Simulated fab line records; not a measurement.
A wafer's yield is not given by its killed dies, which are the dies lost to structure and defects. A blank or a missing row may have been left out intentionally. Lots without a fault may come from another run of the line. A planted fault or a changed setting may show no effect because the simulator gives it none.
The tool behind it: which one? ; flow gf180mcu ; 14 lots, 42 wafers sampled, at 4 steps of a route of 602

## WHAT THE GAUGES READ, wafer by wafer
GF_M3_OVL_MEAS_15. Usual: M3_OVL typically reads 1 nm, with standard deviation 5.6.
lot;measured;on;M3_OVL (nm);flag
L265;day 20 21:50;overlay-01;1 0 0;
L267;day 21 13:05;overlay-01;16 11 5;
L268;day 22 04:29;overlay-01;-2 -5 -4;
L270;day 22 15:51;overlay-01;6 8 1;
L271;day 23 07:29;overlay-01;-12 -11 -17;
L272;day 23 12:53;overlay-02;3 8 -6;
L274;day 24 20:47;overlay-01;5 6 8;
L275;day 25 01:08;overlay-01;-5 4 -1;
L276;day 25 18:48;overlay-01;7 -2 2;
L279;day 26 13:41;overlay-02;7 -3 1;
L284;day 28 03:05;overlay-01;-2 4 -6;
L285;day 28 07:32;overlay-02;1 1 -1;
L287;day 28 13:23;overlay-02;7 3 4;
L286;day 28 16:12;overlay-02;4 8 6;

## WHAT TOOL EACH LOT RAN ON (gives the tool, then ch and the chambers of the sampled wafers, and finally the start)
lot;GF_VT_IMPLANT_IMPLANT_30;GF_M2_METAL_ETCH_16;GF_M3_SPUTTER_03
L265;implanter-02 ch 0, day 6 16:01;rieMetal-01 ch 0,1, day 18 18:34;pvdSputter-01, day 19 21:53
L267;implanter-04 ch 0, day 7 05:16;rieMetal-02 ch 0,1, day 19 10:52;pvdSputter-03, day 20 13:17
L268;implanter-04 ch 0, day 7 10:23;rieMetal-02 ch 1, day 20 02:31;pvdSputter-03, day 21 04:53
L270;implanter-04 ch 0, day 7 22:46;rieMetal-02 ch 1, day 20 13:13;pvdSputter-01, day 21 16:24
L271;implanter-04 ch 0, day 8 05:38;rieMetal-03 ch 0,1, day 21 06:07;pvdSputter-04, day 22 08:26
L272;implanter-01 ch 0, day 8 14:11;rieMetal-01 ch 0,1, day 21 12:04;pvdSputter-03, day 22 13:59
L274;implanter-04 ch 0, day 9 16:26;rieMetal-01 ch 0,1, day 22 20:52;pvdSputter-03, day 23 22:17
L275;implanter-02 ch 0, day 9 16:57;rieMetal-01 ch 0,1, day 23 01:31;pvdSputter-03, day 24 03:12
L276;implanter-02 ch 0, day 10 07:17;rieMetal-01 ch 0, day 23 20:14;pvdSputter-04, day 24 20:47
L279;implanter-04 ch 0, day 10 22:38;rieMetal-02 ch 0, day 24 15:46;pvdSputter-01, day 25 16:47
L284;implanter-02 ch 0, day 12 10:11;rieMetal-03 ch 0,1, day 26 07:04;pvdSputter-04, day 27 07:21
L285;implanter-02 ch 0, day 12 11:29;rieMetal-02 ch 0,1, day 26 12:34;pvdSputter-03, day 27 11:52
L287;implanter-01 ch 0, day 12 19:38;rieMetal-01 ch 0,1, day 26 18:46;pvdSputter-03, day 27 17:47
L286;implanter-02 ch 0, day 12 21:11;rieMetal-02 ch 0,1, day 26 22:13;pvdSputter-03, day 27 20:29
- GF_VT_IMPLANT_IMPLANT_30
- GF_M2_METAL_ETCH_16: etches the open film in Cl2/BCl3, stops on SiO2, target depth 750.8 nm, time 125.1 s.
- GF_M3_SPUTTER_03: material Ti, target thk 10 nm, time 6.7 s.

## WHAT THE TOOLS THEMSELVES READ (means of the sampled wafers that have a number; where no wafer has one, the mark that the record gives instead)
GF_VT_IMPLANT_IMPLANT_30. Usual: beamEnergyKeV reads 25.000 (standard deviation 0.0079).
lot;tool;beamEnergyKeV;flag
L265;implanter-02;25.008;
L267;implanter-04;25.002;
L268;implanter-04;25.004;
L270;implanter-04;25.006;
L271;implanter-04;24.995;
L272;implanter-01;24.992;
L274;implanter-04;24.987;
L275;implanter-02;25.008;
L276;implanter-02;25.003;
L279;implanter-04;24.999;
L284;implanter-02;26.151;OFF
L285;implanter-02;26.144;OFF
L287;implanter-01;24.997;
L286;implanter-02;26.138;OFF

GF_M2_METAL_ETCH_16. Usual: chamberPressureMTorr 8.001 mTorr, standard deviation 0.0068; drypumpMotorCurrentA 5.94 A, standard deviation 0.3; oesProductAu 0.990 a.u., standard deviation 0.0062; throttleValvePct 28.232 %, standard deviation 0.01.
lot;tool;chamberPressureMTorr (mTorr);drypumpMotorCurrentA (A);oesProductAu (a.u.);throttleValvePct (%);flag
L265;rieMetal-01;8.003;6.04;0.982;28.236;
L267;rieMetal-02;7.994;5.92;0.995;28.231;
L268;rieMetal-02;7.991;5.45;0.989;28.232;
L270;rieMetal-02;8.000;5.46;0.992;28.221;
L271;rieMetal-03;7.998;6.17;0.987;28.229;
L272;rieMetal-01;8.002;5.99;0.985;28.230;
L274;rieMetal-01;8.009;5.99;0.987;28.243;
L275;rieMetal-01;8.003;5.99;0.992;28.233;
L276;rieMetal-01;7.996;6.06;0.987;28.234;
L279;rieMetal-02;8.002;6.17;0.987;28.233;
L284;rieMetal-03;7.999;6.18;0.983;28.242;
L285;rieMetal-02;8.004;5.70;0.993;28.234;
L287;rieMetal-01;8.007;5.99;0.982;28.236;
L286;rieMetal-02;8.001;5.94;0.989;28.239;

GF_M3_SPUTTER_03. Usual: chamberPressurePa 0.3000 Pa, standard deviation 0.00064; throttleValvePct 29.5 %, standard deviation 1.3.
lot;tool;chamberPressurePa (Pa);throttleValvePct (%);flag
L265;pvdSputter-01;0.2998;30.1;
L267;pvdSputter-03;0.2995;29.9;
L268;pvdSputter-03;0.3000;28.9;
L270;pvdSputter-01;0.2999;29.2;
L271;pvdSputter-04;0.3002;28.9;
L272;pvdSputter-03;0.3002;29.6;
L274;pvdSputter-03;0.3002;29.5;
L275;pvdSputter-03;0.2999;30.0;
L276;pvdSputter-04;0.3000;30.4;
L279;pvdSputter-01;0.3005;31.7;
L284;pvdSputter-04;0.2993;30.1;
L285;pvdSputter-03;0.3003;29.5;
L287;pvdSputter-03;0.2996;28.7;
L286;pvdSputter-03;0.3003;28.8;

## THE ANSWER, worked out from the rows above alone
Rule: a lot counts as off when the mean over its wafers that have a number is more than 3 standard deviations away from the usual mean. Also off: a lot with no number at a reading for which 4 or more lots have one. All remaining lots with rows at the step are treated as sound. The gauges are gone through in route order, then the tools' own readings, and for those a lot's mean is taken as printed above. At the first step where some lot is off, the reading lying furthest off is the one used; lots without a number count as furthest.
Off: L284, L285, L286, at GF_VT_IMPLANT_IMPLANT_30 (beamEnergyKeV).
If a tool, at that step or one of the process steps before it, ran each lot that is off and ran no sound lot following the first of them, it fits. One fits: GF_VT_IMPLANT_IMPLANT_30 on implanter-02. A fault onset in the window from L276 (day 10 07:17, its last sound lot) to L284 (day 12 10:11, its first lot off) fits.
The tool's own readings at GF_VT_IMPLANT_IMPLANT_30 bear it out: on the lots that are off they differ by more than 5 times the standard deviation of the sound lots' means. beamEnergyKeV reads 26.144 there against 25.000 on the sound lots.

## WHAT THE SIMULATOR HAD PUT IN
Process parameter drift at GF_VT_IMPLANT_IMPLANT_30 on implanter-02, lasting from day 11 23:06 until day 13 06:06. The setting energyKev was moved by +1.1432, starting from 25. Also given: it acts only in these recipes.
Struck lots among those shown: L284, L285, L286. This agrees with what the rule above found.
